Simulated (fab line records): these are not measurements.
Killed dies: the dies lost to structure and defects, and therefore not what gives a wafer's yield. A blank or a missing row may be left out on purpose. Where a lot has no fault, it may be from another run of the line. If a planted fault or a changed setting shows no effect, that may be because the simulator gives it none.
Which tool was responsible? + flow sfq line + 7 lots with 20 wafers sampled at 2 steps, on a route of 325 steps

== WHAT EACH GAUGE READ, for each wafer ==
SFQ_M1_RS_MEAS_909: measures by four-point-probe.
| lot  | measured     | on            | M1_NB_RS (ohm/sq) |
|------|--------------|---------------|-------------------|
| L168 | day 17 09:15 | film metro-02 | 0.891 0.894 0.877 |
| L171 | day 18 17:53 | film metro-02 | 0.902 0.914 0.922 |
| L178 | day 21 09:39 | film metro-02 | 0.781 0.909       |
| L180 | day 22 03:37 | film metro-03 | 0.907 0.777 0.890 |
| L185 | day 25 04:25 | film metro-03 | 0.895 0.904 0.899 |
| L187 | day 26 02:44 | film metro-03 | 0.898 0.892 0.899 |
| L189 | day 26 18:58 | film metro-04 | 0.892 0.896 0.895 |

== WHAT TOOL EACH LOT RAN ON (gives the tool, then ch and the chambers of the sampled wafers, and finally the start) ==
| lot  | SFQ_TRILAYER_M1_DEP_SPUTTER_037 |
|------|---------------------------------|
| L168 | pvd sputter-05, day 17 09:10    |
| L171 | pvd sputter-04, day 18 17:48    |
| L178 | pvd sputter-04, day 21 09:31    |
| L180 | pvd sputter-04, day 22 03:31    |
| L185 | pvd sputter-05, day 25 04:19    |
| L187 | pvd sputter-05, day 26 02:39    |
| L189 | pvd sputter-04, day 26 18:51    |
- SFQ_TRILAYER_M1_DEP_SPUTTER_037: material Nb, target thk 200 nm, time 133.3 s.

== THE ANSWER, worked out from the rows above alone ==
Rule: the lots themselves supply what counts as usual. The widest of any qualifying gaps counts: lots, ordered by their means at a reading, are off when they make up no more than a third of the lots, leave a main group of 4 or more, and stand apart from it by 3 or more times the standard deviation of that group's means. A main group whose means are all the same, to the digits that the tables above print for the reading, isn't used. Also off: a lot with no number at a reading for which 4 or more lots have one. The other lots that the step has rows for count as sound.
Off: at SFQ_M1_RS_MEAS_909 (M1_NB_RS), L178, L180. The main group: mean 0.898 ohm/sq, standard deviation 0.0083.
If a tool, at a process step before that reading, ran all the lots that are off and no sound lot after the first of them, it fits. The gauges at SFQ_M1_RS_MEAS_909 are tried like those tools. No candidate that was tried fits.

== WHAT THE SIMULATOR HAD PUT IN ==
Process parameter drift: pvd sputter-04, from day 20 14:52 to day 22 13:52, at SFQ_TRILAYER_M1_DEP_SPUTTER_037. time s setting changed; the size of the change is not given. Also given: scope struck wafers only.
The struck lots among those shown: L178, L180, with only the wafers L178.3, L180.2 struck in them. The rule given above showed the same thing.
